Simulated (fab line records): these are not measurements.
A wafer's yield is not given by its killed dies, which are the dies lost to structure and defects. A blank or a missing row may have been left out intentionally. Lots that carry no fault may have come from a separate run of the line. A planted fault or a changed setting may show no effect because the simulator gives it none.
fab line records	flow gf180mcu
record lots=11	wafers=33	last_day=34
route steps=602 shown MIM@514 V5@555 PASSIVATION@599
lots with no fault: from the same line, run without faults
start_h: hours from the record's first day to the start of the lot's first wafer shown	wait_h: time in hours since the lot's previous step	" same as the row above	L1.1+2: one row covering several wafers at once	- no value present, or no start provided	* or withheld: withheld	< > ~ a bound
route shown NAME@n: names a module that has steps shown in the file, with the first one's number in the route	usual: mean and standard deviation over wafers with no fault	same: alike in all rows	chamber/n: place in a boat	sites: readings site by site	_std_site: their standard deviation	_edge_site: mean of outer sites minus mean of inner sites	radius_mm: how far each site lies from the wafer's centre	mask NAME#n: copy n	behind: tool/chamber where the wafer was last shaped	hold: why the lot was held/for how many hours/how that ended	device: transistor that didn't switch, given as n, p or np	end of line: tests run on the same wafers once the route is complete	for a step that has no rows: nothing shown but its recipe	killed: at the first sort, the dies lost to defects and structure; wafer yield is something else	map: a wafer's dies, x killed, . not, _ none there
set.NAME: the setting the step ran with; set.NAME@STEP: the setting that earlier step ran with	model.NAME: the simulator's own value behind a step, which no gauge read
a sample of lots followed through the steps of the route, with each step as a table and each wafer as a row
services: a tool's chamber out of use, with start hour (start_h, from the record's first day; less than 0 if before it), hours out, and reason
## steps
# step GF_MIM_THK_MEAS_11
# recipe thk_meas_gauge=xrf	reads=AlCu_of_MIM_SPUTTER_08
# usual MIM_ALCU_THK=198.2/2.6
lot.wafer	tool	chamber	start_h	wait_h	MIM_ALCU_THK[nm]
L211.4	film_metro-02	-	557.05	0.1	196.3
L211.5	"	-	"	"	197.2
L211.6	"	-	"	"	196.7
L212.4	film_metro-01	-	563.16	0.1	198.0
L212.5	"	-	"	"	196.8
L212.6	"	-	"	"	194.8
L213.3	film_metro-01	-	573.03	0.1	200.3
L213.5	"	-	"	"	199.9
L213.6	"	-	"	"	199.1
L215.1	film_metro-02	-	596.89	0.1	195.9
L215.2	"	-	"	"	201.5
L215.3	"	-	"	"	200.6
L217.1	film_metro-01	-	627.34	0.1	197.0
L217.3	"	-	"	"	198.1
L217.4	"	-	"	"	197.7
L219.2	film_metro-01	-	636.45	0.1	199.0
L219.4	"	-	"	"	195.7
L219.5	"	-	"	"	195.0
L218.1	film_metro-04	-	639.29	0.1	201.8
L218.4	"	-	"	"	202.1
L218.6	"	-	"	"	203.1
L227.2	film_metro-01	-	691.40	0.1	200.0
L227.4	"	-	"	"	193.8
L227.6	"	-	"	"	196.0
L228.1	film_metro-02	-	691.90	0.1	198.1
L228.2	"	-	"	"	194.8
L228.6	"	-	"	"	198.2
L231.2	film_metro-01	-	712.93	0.1	201.1
L231.4	"	-	"	"	202.1
L231.5	"	-	"	"	201.7
L233.2	film_metro-01	-	722.58	0.1	199.4
L233.4	"	-	"	"	203.8
L233.6	"	-	"	"	201.2
# step GF_V5_OVL_MEAS_15
# usual V5_OVL=-3/4.8
lot.wafer	tool	chamber	start_h	wait_h	V5_OVL[nm]
L211.4	overlay-01	-	623.63	0.1	0
L211.5	"	-	"	"	-4
L211.6	"	-	"	"	3
L212.4	overlay-01	-	627.74	0.1	1
L212.5	"	-	"	"	-2
L212.6	"	-	"	"	-1
L213.3	overlay-01	-	637.03	0.1	0
L213.5	"	-	"	"	1
L213.6	"	-	"	"	3
L215.1	overlay-01	-	658.83	0.1	-10
L215.2	"	-	"	"	-10
L215.3	"	-	"	"	-11
L217.1	overlay-02	-	686.33	0.1	-2
L217.3	"	-	"	"	2
L217.4	"	-	"	"	-1
L219.2	overlay-01	-	695.17	0.1	-6
L219.4	"	-	"	"	-5
L219.5	"	-	"	"	0
L218.1	overlay-02	-	698.63	0.1	-2
L218.4	"	-	"	"	5
L218.6	"	-	"	"	2
L227.2	overlay-01	-	746.52	0.1	1
L227.4	"	-	"	"	5
L227.6	"	-	"	"	0
L228.1	overlay-02	-	746.86	0.1	-7
L228.2	"	-	"	"	-1
L228.6	"	-	"	"	-5
L231.2	overlay-02	-	766.52	0.1	-4
L231.4	"	-	"	"	-4
L231.5	"	-	"	"	-8
L233.2	overlay-02	-	775.03	0.1	-13
L233.4	"	-	"	"	-8
L233.6	"	-	"	"	-12
# step GF_V5_CVD_23
# recipe material=W	target_thk_nm=350	time_s=104.9	temp_c=400	pressure_torr=40
# usual heater_power_w=840/110
lot.wafer	tool	chamber	start_h	wait_h	heater_power_w
L211.4	cvd_w-01	1	624.50	0.1	992
L211.5	"	0	"	"	785
L211.6	"	1	"	"	977
L212.4	cvd_w-02	1	628.59	0.1	691
L212.5	"	0	"	"	871
L212.6	"	1	"	"	703
L213.3	cvd_w-02	0	637.87	0.1	871
L213.5	"	0	"	"	868
L213.6	"	1	"	"	711
L215.1	cvd_w-02	0	659.66	0.0	863
L215.2	"	1	"	"	717
L215.3	"	1	"	"	723
L217.1	cvd_w-02	1	687.25	0.0	716
L217.3	"	1	"	"	710
L217.4	"	0	"	"	884
L219.2	cvd_w-01	1	696.02	0.0	984
L219.4	"	0	"	"	750
L219.5	"	0	"	"	776
L218.1	cvd_w-02	1	699.45	0.0	690
L218.4	"	0	"	"	873
L218.6	"	0	"	"	859
L227.2	cvd_w-02	0	747.33	0.0	836
L227.4	"	1	"	"	707
L227.6	"	0	"	"	868
L228.1	cvd_w-01	0	747.68	0.0	778
L228.2	"	1	"	"	954
L228.6	"	0	"	"	764
L231.2	cvd_w-01	0	767.33	0.0	788
L231.4	"	1	"	"	968
L231.5	"	0	"	"	782
L233.2	cvd_w-01	0	775.86	0.0	766
L233.4	"	1	"	"	983
L233.6	"	1	"	"	1002
# step GF_V5_RS_MEAS_24
# recipe thk_meas_gauge=four-point-probe	reads=W_of_V5_CVD_23+TiN_of_V5_SPUTTER_22+Ti_of_V5_SPUTTER_21
# usual V5_W_RS=0.325/0.0037
lot.wafer	tool	chamber	start_h	wait_h	V5_W_RS[ohm/sq]
L211.4	film_metro-02	-	624.64	0.1	0.327
L211.5	"	-	"	"	0.327
L211.6	"	-	"	"	0.331
L212.4	film_metro-03	-	628.73	0.1	0.333
L212.5	"	-	"	"	0.332
L212.6	"	-	"	"	0.329
L213.3	film_metro-02	-	637.99	0.1	0.334
L213.5	"	-	"	"	0.333
L213.6	"	-	"	"	0.328
L215.1	film_metro-02	-	659.77	0.1	0.330
L215.2	"	-	"	"	0.323
L215.3	"	-	"	"	0.327
L217.1	film_metro-02	-	687.36	0.1	0.330
L217.3	"	-	"	"	0.328
L217.4	"	-	"	"	0.329
L219.2	film_metro-03	-	696.15	0.1	0.323
L219.4	"	-	"	"	0.322
L219.5	"	-	"	"	0.325
L218.1	film_metro-03	-	699.57	0.1	0.322
L218.4	"	-	"	"	0.323
L218.6	"	-	"	"	0.329
L227.2	film_metro-02	-	747.47	0.1	0.425
L227.4	"	-	"	"	0.318
L227.6	"	-	"	"	0.326
L228.1	film_metro-03	-	747.80	0.1	0.323
L228.2	"	-	"	"	0.322
L228.6	"	-	"	"	0.319
L231.2	film_metro-02	-	767.47	0.1	0.324
L231.4	"	-	"	"	0.322
L231.5	"	-	"	"	0.324
L233.2	film_metro-02	-	775.99	0.1	0.326
L233.4	"	-	"	"	0.326
L233.6	"	-	"	"	0.325
# step GF_V5_THK_MEAS_25
# recipe thk_meas_gauge=xrf	reads=W_of_V5_CVD_23
# usual V5_W_THK=344/5.2
lot.wafer	tool	chamber	start_h	wait_h	V5_W_THK[nm]
L211.4	film_metro-02	-	624.73	0.1	341
L211.5	"	-	"	"	338
L211.6	"	-	"	"	336
L212.4	film_metro-03	-	628.82	0.1	338
L212.5	"	-	"	"	338
L212.6	"	-	"	"	339
L213.3	film_metro-02	-	638.09	0.1	330
L213.5	"	-	"	"	333
L213.6	"	-	"	"	338
L215.1	film_metro-02	-	659.89	0.1	343
L215.2	"	-	"	"	350
L215.3	"	-	"	"	346
L217.1	film_metro-02	-	687.48	0.1	336
L217.3	"	-	"	"	340
L217.4	"	-	"	"	336
L219.2	film_metro-03	-	696.26	0.1	344
L219.4	"	-	"	"	346
L219.5	"	-	"	"	343
L218.1	film_metro-03	-	699.69	0.1	347
L218.4	"	-	"	"	345
L218.6	"	-	"	"	340
L227.2	film_metro-02	-	747.58	0.1	264
L227.4	"	-	"	"	347
L227.6	"	-	"	"	342
L228.1	film_metro-03	-	747.92	0.1	350
L228.2	"	-	"	"	348
L228.6	"	-	"	"	351
L231.2	film_metro-02	-	767.58	0.1	344
L231.4	"	-	"	"	343
L231.5	"	-	"	"	343
L233.2	film_metro-02	-	776.10	0.1	340
L233.4	"	-	"	"	339
L233.6	"	-	"	"	340
# step GF_V5_CMP_26
# recipe stop_on=SiO2	down_force_psi=3.5	platen_rpm=60	t_overpolish_s=15	target_thk_nm=0	pad_velocity_m_s=0.94248
# usual motor_current_A=11.2/1.2	platen_rpm=60.00/0.034	time_to_endpoint_s=85/3
lot.wafer	tool	chamber	start_h	wait_h	motor_current_A	platen_rpm	time_to_endpoint_s
L211.4	cmp-02	3	624.86	0.1	11.3	59.99	81
L211.5	"	1	"	"	14.3	60.00	90
L211.6	"	2	"	"	12.7	59.98	87
L212.4	cmp-01	3	628.90	0.1	9.9	60.00	79
L212.6	"	2	"	"	10.0	60.01	82
L212.5	"	3	"	"	9.9	60.03	83
L213.3	cmp-01	0	638.23	0.1	11.4	60.01	82
L213.6	"	2	"	"	9.7	60.02	83
L213.5	"	3	"	"	10.3	59.99	83
L215.1	cmp-01	1	659.95	0.1	11.0	60.01	86
L215.2	"	2	"	"	9.8	59.99	87
L215.3	"	3	"	"	10.0	59.96	90
L217.3	cmp-02	1	687.54	0.0	12.9	59.92	88
L217.1	"	2	"	"	11.2	59.99	89
L217.4	"	0	"	"	10.0	60.03	86
L219.2	cmp-02	0	696.41	0.1	9.4	59.95	85
L219.4	"	1	"	"	13.0	60.05	89
L219.5	"	3	"	"	11.8	60.00	84
L218.4	cmp-02	0	699.75	0.0	9.7	60.02	88
L218.1	"	1	"	"	13.6	59.98	91
L218.6	"	0	"	"	10.1	60.00	84
L227.4	cmp-01	2	747.63	0.0	10.4	60.01	89
L227.2	"	0	"	"	12.1	59.99	67
L227.6	"	3	"	"	10.6	59.94	90
L228.2	cmp-01	1	747.98	0.0	10.4	60.02	87
L228.1	"	3	"	"	10.2	60.01	88
L228.6	"	1	"	"	10.9	60.00	86
L231.2	cmp-01	3	767.63	0.0	10.6	60.07	88
L231.4	"	0	"	"	11.9	59.98	86
L231.5	"	0	"	"	12.3	59.96	90
L233.4	cmp-02	3	776.25	0.1	10.9	60.06	82
L233.2	"	0	"	"	9.8	59.96	83
L233.6	"	2	"	"	11.3	60.02	87
# step GF_PASSIVATION_STRIP_12
# recipe chemistry=O2/N2	power_w=1400	pressure_mtorr=1500	platen_temp_c=250	o2_flow_sccm=3000	n2_flow_sccm=300	overash_fraction=0.5
# usual drypump_motor_current_A=6.0/0.6	heater_power_w=346/23	oes_product_au=0.719/0.0043	strip_time_to_endpoint_s=34.76/0.24
# same overash_fraction=0.5
lot.wafer	tool	chamber	start_h	wait_h	drypump_motor_current_A	heater_power_w	oes_product_au	rf_hours_counter_h	strip_time_to_endpoint_s
L211.4	plasma_asher-02	1	666.18	0.2	6.8	365	0.717	-	35.02
L211.5	"	0	"	"	5.4	340	0.718	-	34.69
L211.6	"	1	"	"	6.8	360	0.717	-	34.92
L212.4	plasma_asher-02	1	669.42	0.2	6.8	372	0.715	-	34.75
L212.5	"	1	"	"	6.8	369	0.716	-	34.35
L212.6	"	0	"	"	5.4	335	0.721	-	34.77
L213.3	plasma_asher-02	1	679.47	0.2	6.8	365	0.724	-	34.47
L213.5	"	0	"	"	5.4	334	0.714	-	34.39
L213.6	"	1	"	"	6.8	370	0.713	-	34.41
L215.1	plasma_asher-01	0	699.49	0.1	5.6	299	0.727	78	34.93
L215.2	"	1	"	"	6.1	371	0.716	78	34.71
L215.3	"	1	"	"	6.1	366	0.721	-	34.71
L217.1	plasma_asher-02	1	725.89	0.1	6.7	360	0.716	32	34.71
L217.3	"	1	"	"	6.8	367	0.721	-	34.71
L217.4	"	0	"	"	5.4	337	0.721	-	34.99
L219.2	plasma_asher-02	0	734.04	0.1	5.4	334	0.717	33	34.90
L219.4	"	0	"	"	5.4	327	0.716	-	35.25
L219.5	"	1	"	"	6.8	356	0.727	-	34.56
L218.1	plasma_asher-02	1	738.04	0.1	6.8	366	0.721	33	34.43
L218.4	"	0	"	"	5.4	340	0.719	-	34.83
L218.6	"	1	"	"	6.8	367	0.713	-	35.00
L227.2	plasma_asher-01	0	781.65	0.1	5.6	296	0.720	89	34.81
L227.4	"	1	"	"	6.1	364	0.718	-	34.55
L227.6	"	1	"	"	6.1	368	0.716	-	35.13
L228.1	plasma_asher-02	0	782.75	0.1	5.4	346	0.717	38	34.22
L228.2	"	1	"	"	6.8	371	0.717	38	35.02
L228.6	"	1	"	"	6.8	375	0.717	-	34.43
L231.2	plasma_asher-02	0	800.55	0.1	5.4	338	0.715	40	34.75
L231.4	"	1	"	"	6.7	368	0.716	-	34.70
L231.5	"	1	"	"	6.8	370	0.715	-	34.78
L233.2	plasma_asher-01	1	808.25	0.1	6.1	368	0.719	92	35.11
L233.4	"	1	"	"	6.1	373	0.722	-	35.06
L233.6	"	1	"	"	6.1	367	0.720	-	35.13
## services
tool	chamber	start_h	hours	kind
plasma_asher-01	-	612.25	14.6	pm
cmp-01	-	629.68	1.1	repair
plasma_asher-01	-	630.34	2.8	pm
cmp-02	-	639.71	0.6	repair
cmp-01	-	642.53	3.5	repair
cvd_w-01	1	644.56	7.6	repair
cvd_w-01	0	680.91	2.0	repair
cmp-01	-	699.74	6.8	repair
cvd_w-02	0	710.43	3.5	repair
cvd_w-02	1	733.90	7.2	repair
plasma_asher-02	-	735.06	2.0	repair
cmp-02	-	744.23	4.0	pm
cmp-02	-	748.08	1.2	repair
cmp-02	-	748.23	-	consumable_replace:conditioner
cmp-02	-	748.23	-	consumable_replace:pad
cmp-02	-	758.79	3.5	pm
plasma_asher-02	-	763.96	0.7	repair
cmp-01	-	771.11	9.9	repair
cvd_w-01	-	777.49	6.0	pm
cmp-01	-	779.66	2.0	repair
cmp-02	-	781.25	1.9	repair
cvd_w-02	0	792.69	5.9	repair
cvd_w-02	-	797.91	6.0	pm
## key
first_sign step=GF_V5_RS_MEAS_24	reading=V5_W_RS	direction=up	sigmas=27	usual=0.325	struck=0.425
effect step=GF_V5_THK_MEAS_25	reading=V5_W_THK	direction=down	sigmas=15	usual=344	struck=264
effect step=GF_V5_CMP_26	reading=time_to_endpoint_s	direction=down	sigmas=6	usual=*	struck=*
met_at GF_V5_CVD_23
struck_lots L227
struck_wafers L227.2
not_acting_at GF_MIM_THK_MEAS_11,GF_V5_OVL_MEAS_15,GF_PASSIVATION_STRIP_12
onset_between 699.45 747.33
fault kind=process_parameter_drift	tool=cvd_w-02	chamber=-	onset_h=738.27	steps=GF_V5_CVD_23	channel=target_thk_nm	offset=-82.658	shape=step	end_h=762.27	scope=struck_wafers_only	acts_in=these_recipes_only	stated=350
